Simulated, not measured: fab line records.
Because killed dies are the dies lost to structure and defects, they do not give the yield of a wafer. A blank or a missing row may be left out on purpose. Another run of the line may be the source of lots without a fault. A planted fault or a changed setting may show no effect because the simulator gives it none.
Comparing a struck lot with a sound one + flow sky130 + 15 out of 708 route steps
Sound: wafers L505.2, L505.5, L505.6. Wafers L508.1, L508.3, L508.6 were the ones struck. The cause comes at the end.
At each step with rows: each side's tool, then ch and its chambers, then its first start. Under that, the readings that differ: sound wafers + struck wafers + difference of the means + sigmas: that difference in standard deviations of wafers without a fault.
alike: same words and numbers on both sides, and readings whose means sit less than 2 such deviations apart. not compared: any withheld reading, any reading some wafer has no value for, any bound like >300 that may hide the same value, and any number with overlapping values for which the record gives no deviation.
A row with sigmas, a row that says differs or no value, or rows on one side alone: a step with any of these is where the two part. Numbers that have no deviation but don't overlap get no sigmas and don't part them. Lack of a reading on every wafer of one side parts them only where that side has two or more wafers.

first, 1 step without rows for these wafers: SKY_LDD_LDN_DEVELOP_06 (develop time 60 s).
SKY_LDD_LDN_OVL_MEAS_07:
  struck on overlay-01, day 26 21:38; sound on overlay-01, day 25 12:17
  alike: LDD_LDN_OVL
then, 4 steps without rows for these wafers: SKY_LDD_LDN_IMPLANT_08; SKY_LDD_LDN_IMPLANT_09; SKY_LDD_LDN_IMPLANT_10; SKY_LDD_LDN_IMPLANT_11.
SKY_LDD_LDN_STRIP_12: strips in O2/N2.
  sound on plasma-asher-03 ch 0,1, day 25 12:55; struck on plasma-asher-02 ch 0,1, day 26 22:16
  alike: drypump-motor-current-A, o2-flow-sccm, oes-product-au, strip-time-to-endpoint-s
  not compared: rf-hours-counter-h
SKY_LDD_LDN_TW_MEAS_13:
  struck on film-metro-04, day 26 22:22; sound on film-metro-02, day 25 13:02
  alike: LDD_LDN_TW
then, 2 steps without rows for these wafers: SKY_LDD_LDN_CLEAN_14 (cleans in SC1/SC2, time 150 s); SKY_SPACER_CVD_00 (deposits Si3N4 from DCS/NH3, target thk 43.1 nm, time 740 s).
SKY_SPACER_THK_MEAS_01:
  struck on film-metro-02, day 27 01:43; sound on film-metro-02, day 25 14:21
  alike: SPACER_CVD_00_THK
SKY_SPACER_ETCHBACK_02: etches Si3N4 in CH3F/O2, stops on SiO2, time 46.7 s, target depth 45 nm.
  sound on rie-diel-03 ch 1,2,3, day 25 14:24; struck on rie-diel-02 ch 0,1,2, day 27 01:46
| reading                | sound                | struck               | difference | sigmas |
|------------------------|----------------------|----------------------|------------|--------|
| throttle-valve-pct (%) | 10.545 10.544 10.551 | 10.564 10.568 10.564 | +0.019     | +2     |
  alike: bias-w, drypump-motor-current-A, oes-product-au
  not compared: rf-hours-counter-h
SKY_POLY_CUT_DEHYDRATE_00: time 60 s.
  sound on litho-track-04 ch 0, day 26 04:19; struck on litho-track-04 ch 0, day 27 14:42
| reading                  | sound                | struck               | difference | sigmas |
|--------------------------|----------------------|----------------------|------------|--------|
| heater-power-total-W (W) | 160.63 160.25 160.39 | 163.01 162.94 162.88 | +2.52      | +19    |
| plate-temp-C (C)         | 200.00 199.87 200.08 | 202.33 202.43 202.36 | +2.39      | +15    |
then, 1 step without rows for these wafers: SKY_POLY_CUT_HMDS_01 (prime time 60 s).
-- here the record skips 21 days between the struck wafers' starts before and after, leaving off in module POLY_CUT and picking up in module PAD_OPEN (first step shown: number 708 of the route) --
SKY_PAD_OPEN_PROBE_99:
  struck on prober-01, day 48 15:59; sound on prober-01, day 47 12:46
  alike: killed_at_M0_to_M3, killed_at_M4_up, killed-at-contacts, killed-at-front-end, killed-at-other, killed-dies, killed-open, killed-short

WHERE THEY PART
At SKY_SPACER_ETCHBACK_02 first; at SKY_POLY_CUT_DEHYDRATE_00 last (within this record only). Later steps at which nothing parts them and some readings are alike: SKY_PAD_OPEN_PROBE_99.

WHY: what the simulator had put in
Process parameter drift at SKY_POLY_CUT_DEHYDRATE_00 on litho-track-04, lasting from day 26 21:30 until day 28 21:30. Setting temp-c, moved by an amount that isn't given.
